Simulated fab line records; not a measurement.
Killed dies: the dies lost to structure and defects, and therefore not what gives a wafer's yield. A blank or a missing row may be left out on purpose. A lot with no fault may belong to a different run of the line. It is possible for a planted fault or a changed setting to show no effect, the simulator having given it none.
Problem report in the 8D (eight disciplines) form, filled by code ; flow sky130 ; the parts of the form that need people (team, actions taken, sign-off) are left out

1. THE ISSUE
Mean of chamberPressureTorr at SKY_VIA4_CVD_18: 41.68 Torr across 6 wafers in 2 lots; on wafers with no fault it is 39.99 Torr (standard deviation 0.1). That is +17 standard deviations from the usual mean.
The step: deposits W, target thk 505 nm, time 152.14 s.
Earliest sighting: wafer L583.1 on cvdW-01 at day 46 22:35. At this step, 36 wafers from 12 lots have a number in the record. The rule behind "out" and "out of limits": a value lying over 4 standard deviations away from the usual mean. All remaining wafers that have a number are taken as sound.

2. WHAT IT IS, WHAT IT ISN'T
question;is;is not
which readings at this step;chamberPressureTorr;heaterPowerW
which lots;L583, L587;L570, L571, L572, L574, L575, L576, L577, L589, L590, L592
which wafers of those lots;all that have a number;-
read on which tools;cvdW-01;cvdW-02
when;from day 46 22:35;"up to then (21 sound wafers); but 9 sound wafers of L589, L590, L592 came after"

3. THE SUSPECTS, EACH WITH WHAT RULES IT OUT
Counting: a tool at a process step up to the reading stays a suspect if it ran every lot that is out and no sound lot after the first of them.
- rieMetal-01 at SKY_METAL3_DESCUM_15 (chemistry O2, time 8 s): ruled out as a lasting fault. Following L583 (day 43 04:22), the first lot on it that is out, the sound lots L592 were run on it.
- cvdW-01 at SKY_VIA4_CVD_18 (deposits W, target thk 505 nm, time 152.14 s): kept. It processed each lot that is out, first L583 at day 46 22:35, and no sound lot thereafter; up to then, the last sound lot it processed was L577 at day 45 12:24. On those wafers its own readings are out: chamberPressureTorr.
The count leaves cvdW-01 at SKY_VIA4_CVD_18.

4. THE CAUSE (what the simulator had put in)
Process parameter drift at SKY_VIA4_CVD_18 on cvdW-01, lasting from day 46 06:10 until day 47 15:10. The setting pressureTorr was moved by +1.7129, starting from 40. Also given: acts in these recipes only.
This tool alone remained once counting was done.

5. THE CHAIN OF EFFECTS, in route order
One row per reading whose mean, taken over the struck wafers that have a number, lies over 3 standard deviations from the usual. Readings are gone through only where the record gives a usual standard deviation; hours: the median, over the lots, of the time from a lot's start at the first step in this table giving one to that lot's start at this step; sigmas: the change measured in usual standard deviations.
hours;step;reading;usual;on struck wafers;change;sigmas
0;SKY_VIA4_CVD_18;chamberPressureTorr;39.99 Torr;41.68;+1.69;+17
The process steps in it:
- SKY_VIA4_CVD_18: deposits W, target thk 505 nm, time 152.14 s.

6. WHAT WOULD HAVE CAUGHT IT SOONER
In this record no reading fell out of limits until day 46 22:35, 16 hours after the fault had begun at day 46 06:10.
